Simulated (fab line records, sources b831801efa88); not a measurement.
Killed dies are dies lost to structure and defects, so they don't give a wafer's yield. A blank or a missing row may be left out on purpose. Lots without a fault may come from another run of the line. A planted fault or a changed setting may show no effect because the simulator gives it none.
Chamber matching | flow sfq_line | SFQ_TRILAYER_I1_CMP_CMP_046 on cmp-01: 4 sister chambers
The step polishes SiO2. 8 wafers are shown with their chamber, then 9 later ones without.

WAFERS WITH THEIR CHAMBER
wafer  | chamber | motor_current_A (A) | time_to_endpoint_s (s)
L354.6 | 2       | 10.2                | 215
L355.5 | 0       | 8.9                 | 215
L355.6 | 1       | 11.2                | 209
L362.1 | 1       | 11.5                | 215
L362.5 | 3       | 10.0                | 205
L366.2 | 0       | 9.1                 | 207
L366.5 | 2       | 10.2                | 208
L366.6 | 3       | 10.0                | 221

WAFERS WITHOUT THEIR CHAMBER
wafer  | motor_current_A (A) | time_to_endpoint_s (s)
L368.4 | 10.0                | 211
L368.2 | 11.6                | 211
L368.6 | 10.4                | 218
L369.4 | 10.0                | 209
L369.3 | 8.9                 | 211
L369.5 | 10.3                | 206
L370.2 | 10.3                | 201
L370.3 | 10.8                | 200
L370.5 | 11.5                | 214

WHICH CHAMBER EACH WENT THROUGH
wafer  | from the rows above          | in truth
L368.4 | can't be placed: 3 or 2      | 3
L368.2 | 1                            | 1
L368.6 | can't be placed: 2 or 3      | 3
L369.4 | can't be placed: 3 or 2      | 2
L369.3 | 0                            | 0
L369.5 | can't be placed: 2 or 3      | 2
L370.2 | can't be placed: 2 or 3      | 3
L370.3 | can't be placed: 1 or 2 or 3 | 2
L370.5 | 1                            | 1
Placed correctly: 3 of 9. Can't be placed from these rows: 6 (the true chamber is among the candidates in 6). Placed wrongly: 0.
How it was worked out, from the rows above alone: a wafer's distance from a chamber is the root of the sum, over the readings, of the square of ((its reading less the chamber's mean) divided by the reading's scatter). The wafer belongs to the nearest chamber; if the next one is less than 2 further off, it can't be placed. A chamber's mean is the mean of its shown wafers. The scatter: the root of (the sum of the squares of (reading less its chamber's mean) over the shown wafers, divided by (wafers less chambers)).
